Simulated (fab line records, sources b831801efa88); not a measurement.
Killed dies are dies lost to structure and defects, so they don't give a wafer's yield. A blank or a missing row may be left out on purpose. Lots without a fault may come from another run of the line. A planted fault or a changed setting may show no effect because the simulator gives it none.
Which tool did it? | flow sky130 | 11 lots, 33 wafers sampled, at 5 steps of a route of 708

WHAT THE GAUGES READ, wafer by wafer
The record holds no reading of a measuring or inspecting step that can be judged against a usual standard deviation.

WHICH TOOL RAN EACH LOT (tool, then ch and the chambers of the sampled wafers, then the start)
lot  | SKY_METAL2_STRIP_20                  | SKY_VIA2_ETCH_14                   | SKY_VIA2_ETCH_15                   | SKY_VIA2_CMP_24               | SKY_PAD_OPEN_PROBE_99
L892 | plasma_asher-04 ch 0,1, day 36 17:20 | rie_diel-03 ch 1,2, day 37 20:16   | rie_diel-03 ch 1,2, day 37 20:18   | cmp-02 ch 2,3, day 37 21:20   | -
L896 | plasma_asher-01 ch 0,1, day 36 18:26 | rie_diel-04 ch 2,3, day 37 21:31   | rie_diel-04 ch 2,3, day 37 21:34   | cmp-02 ch 0,2, day 37 22:37   | -
L898 | plasma_asher-01 ch 0,1, day 37 03:02 | rie_diel-03 ch 1,2, day 38 06:07   | rie_diel-03 ch 1,2, day 38 06:09   | cmp-01 ch 0,1,3, day 38 07:11 | -
L899 | plasma_asher-02 ch 0,1, day 37 10:35 | rie_diel-04 ch 0,2,3, day 38 13:31 | rie_diel-04 ch 0,2,3, day 38 13:33 | cmp-02 ch 1,2,3, day 38 14:46 | -
L900 | plasma_asher-04 ch 0,1, day 37 23:10 | rie_diel-03 ch 1,2, day 39 01:34   | rie_diel-03 ch 1,2, day 39 01:36   | cmp-02 ch 2,3, day 39 02:38   | prober-02, day 48 05:26
L902 | plasma_asher-01 ch 0, day 38 09:48   | rie_diel-04 ch 0,1,3, day 39 12:01 | rie_diel-04 ch 0,1,3, day 39 12:04 | cmp-01 ch 0,2, day 39 13:16   | prober-01, day 48 10:40
L901 | plasma_asher-01 ch 0,1, day 38 10:29 | rie_diel-01 ch 2,3, day 39 12:52   | rie_diel-01 ch 2,3, day 39 12:55   | cmp-02 ch 0,1, day 39 14:06   | -
L905 | plasma_asher-01 ch 0,1, day 40 12:27 | rie_diel-03 ch 0,1,2, day 41 12:52 | rie_diel-03 ch 0,1,2, day 41 12:55 | cmp-01 ch 1,2,3, day 41 14:11 | prober-02, day 49 23:11
L908 | plasma_asher-04 ch 0,1, day 40 17:18 | rie_diel-03 ch 1,2, day 41 18:13   | rie_diel-03 ch 1,2, day 41 18:16   | cmp-01 ch 0,3, day 41 19:19   | prober-01, day 50 04:58
L910 | plasma_asher-02 ch 0,1, day 41 01:26 | rie_diel-03 ch 0,1,3, day 42 01:52 | rie_diel-03 ch 0,1,3, day 42 01:55 | cmp-01 ch 1,2,3, day 42 02:56 | -
L911 | plasma_asher-01 ch 0,1, day 41 08:46 | rie_diel-03 ch 0,1,2, day 42 09:16 | rie_diel-03 ch 0,1,2, day 42 09:19 | cmp-02 ch 0,1,3, day 42 10:22 | prober-01, day 50 13:31
- SKY_METAL2_STRIP_20: strips in O2/N2.
- SKY_VIA2_ETCH_14: etches BARC in N2/H2, stops on SiO2, time 45.9 s, target depth 60 nm.
- SKY_VIA2_ETCH_15: etches SiO2 in C4F8/O2/Ar, stops on TiN, target depth 546 nm, time 84 s.
- SKY_VIA2_CMP_24: polishes, stops on SiO2, t overpolish 20 s, target thk 0 nm.
- SKY_PAD_OPEN_PROBE_99

WHAT THE TOOLS THEMSELVES READ (means of the sampled wafers that have a number; where no wafer has one, the mark that the record gives instead)
SKY_METAL2_STRIP_20.
lot  | tool            | drypump_motor_current_A (A) | n2_flow_sccm (sccm) | oes_product_au (a.u.) | strip_time_to_endpoint_s (s)
L892 | plasma_asher-04 | 5.5                         | 300.0               | 0.338                 | 2.61
L896 | plasma_asher-01 | 5.2                         | 299.8               | 0.344                 | 2.71
L898 | plasma_asher-01 | 5.2                         | 300.5               | 0.341                 | 2.70
L899 | plasma_asher-02 | 5.6                         | 300.1               | 0.342                 | 2.67
L900 | plasma_asher-04 | 5.3                         | 299.4               | 0.346                 | 2.67
L902 | plasma_asher-01 | 4.9                         | 299.8               | 0.341                 | 2.69
L901 | plasma_asher-01 | 5.2                         | 298.9               | 0.347                 | 2.75
L905 | plasma_asher-01 | 5.5                         | 300.0               | 0.345                 | 2.70
L908 | plasma_asher-04 | 5.2                         | 299.7               | 0.342                 | 2.61
L910 | plasma_asher-02 | 5.6                         | 299.6               | 0.341                 | 2.66
L911 | plasma_asher-01 | 5.5                         | 300.6               | 0.342                 | 2.65

SKY_VIA2_ETCH_14.
lot  | tool        | bias_w (W) | drypump_motor_current_A (A) | n2_flow_sccm (sccm) | oes_product_au (a.u.) | throttle_valve_pct (%)
L892 | rie_diel-03 | 100.04     | 5.1                         | 99.7                | 0.856                 | 13.228
L896 | rie_diel-04 | 100.30     | 5.5                         | 99.8                | 0.858                 | 13.223
L898 | rie_diel-03 | 99.98      | 4.8                         | 99.9                | 0.860                 | 13.223
L899 | rie_diel-04 | 100.20     | 5.6                         | 99.7                | 0.853                 | 13.217
L900 | rie_diel-03 | 100.05     | 4.9                         | 99.7                | 0.854                 | 13.226
L902 | rie_diel-04 | 100.16     | 5.4                         | 100.3               | 0.851                 | 13.218
L901 | rie_diel-01 | 99.95      | 5.4                         | 100.3               | 0.856                 | 13.228
L905 | rie_diel-03 | 100.01     | 5.1                         | 99.6                | 0.852                 | 13.219
L908 | rie_diel-03 | 99.97      | 4.9                         | 100.2               | 0.853                 | 13.227
L910 | rie_diel-03 | 97.38      | 5.3                         | 100.1               | 0.854                 | 13.224
L911 | rie_diel-03 | 97.03      | 5.1                         | 100.2               | 0.855                 | 13.232

SKY_VIA2_ETCH_15.
lot  | tool        | bias_w (W) | oes_product_au (a.u.)
L892 | rie_diel-03 | 1199       | 0.940
L896 | rie_diel-04 | 1199       | 0.939
L898 | rie_diel-03 | 1202       | 0.942
L899 | rie_diel-04 | 1202       | 0.941
L900 | rie_diel-03 | 1200       | 0.936
L902 | rie_diel-04 | 1202       | 0.937
L901 | rie_diel-01 | 1208       | 0.937
L905 | rie_diel-03 | 1199       | 0.936
L908 | rie_diel-03 | 1201       | 0.941
L910 | rie_diel-03 | 1201       | 0.934
L911 | rie_diel-03 | 1198       | 0.935

SKY_VIA2_CMP_24.
lot  | tool   | motor_current_A (A) | overpolish_run_s (s) | time_to_endpoint_s (s)
L892 | cmp-02 | 10.7                | 20.006               | 92
L896 | cmp-02 | 12.0                | 20.000               | 96
L898 | cmp-01 | 12.1                | 20.001               | 96
L899 | cmp-02 | 11.4                | 19.994               | 99
L900 | cmp-02 | 10.5                | 20.009               | 96
L902 | cmp-01 | 11.6                | 20.001               | 102
L901 | cmp-02 | 10.6                | 20.004               | 101
L905 | cmp-01 | 11.8                | 19.998               | 97
L908 | cmp-01 | 11.5                | 20.001               | 104
L910 | cmp-01 | 11.9                | 19.993               | 95
L911 | cmp-02 | 10.6                | 19.999               | 94

SKY_PAD_OPEN_PROBE_99.
lot  | tool      | defect_limited_yield (%) | killed_at_M0_to_M3 | killed_at_M4_up | killed_at_contacts | killed_at_front_end | killed_at_other | killed_dies | killed_open | killed_short | sort_bin_3_pad_short (%) | sort_bin_5_function (%) | sort_bin_6_memory (%) | sort_n_pass | sort_yield_pct (%)
L900 | prober-02 | 80.6                     | 48                 | 4.3             | 25                 | 18                  | 0.3             | 95          | 52          | 43           | 0.9                      | 11.1                    | 7.4                   | 397         | 80.6
L902 | prober-01 | 82.2                     | 41                 | 3.7             | 24                 | 18                  | 0.3             | 88          | 48          | 40           | 0.6                      | 10.6                    | 6.6                   | 404         | 82.2
L905 | prober-02 | 84.5                     | 37                 | 2.7             | 21                 | 15                  | 0.0             | 76          | 39          | 37           | 0.7                      | 9.3                     | 5.5                   | 416         | 84.5
L908 | prober-01 | 81.7                     | 48                 | 2.3             | 24                 | 16                  | 0.0             | 90          | 43          | 47           | 1.5                      | 10.5                    | 6.3                   | 402         | 81.7
L911 | prober-01 | 83.3                     | 41                 | 5.3             | 23                 | 12                  | 0.7             | 82          | 48          | 35           | 0.8                      | 9.6                     | 6.4                   | 410         | 83.3

THE ANSWER, worked out from the rows above alone
Rule: what is usual is taken from the lots themselves. Put in order of their means at a reading, lots are off if they are a third of the lots or fewer, leave a main group of 4 or more, and stand apart from it by a gap of 3 or more times the standard deviation of the main group's means; of several such gaps the widest counts. A main group whose means are all the same, to the digits that the tables above print for the reading, isn't used. A lot without any number at a reading at which 4 lots or more have one is off too. The other lots that the step has rows for count as sound. The gauges are gone through in route order, then the tools' own readings, and for those a lot's mean is taken as printed above. The first step at which some lot is off is used, and at that step the reading that is off furthest; a lot without a number counts as furthest.
Off: L910, L911, at SKY_VIA2_ETCH_14 (bias_w). The main group: mean 100.07 W, standard deviation 0.11.
A tool fits if, at that step or a process step before it, it ran every lot that is off, and no sound lot after the first of them. One fits: rie_diel-03 at SKY_VIA2_ETCH_14. Its last sound lot is L908 (day 41 18:13), its first lot that is off L910 (day 42 01:52): a fault that began between those two fits.
The tool's own readings at SKY_VIA2_ETCH_14 bear it out: on the lots that are off they differ by more than 5 times the standard deviation of the sound lots' means. bias_w reads 97.20 W there against 100.07 W on the sound lots.

WHAT THE SIMULATOR HAD PUT IN
Process parameter drift: rie_diel-03, from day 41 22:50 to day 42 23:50, at SKY_VIA2_ETCH_14. Setting bias_w, moved by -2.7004, from 100. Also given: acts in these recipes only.
Lots struck among those shown: L910, L911. The rule above found the same.
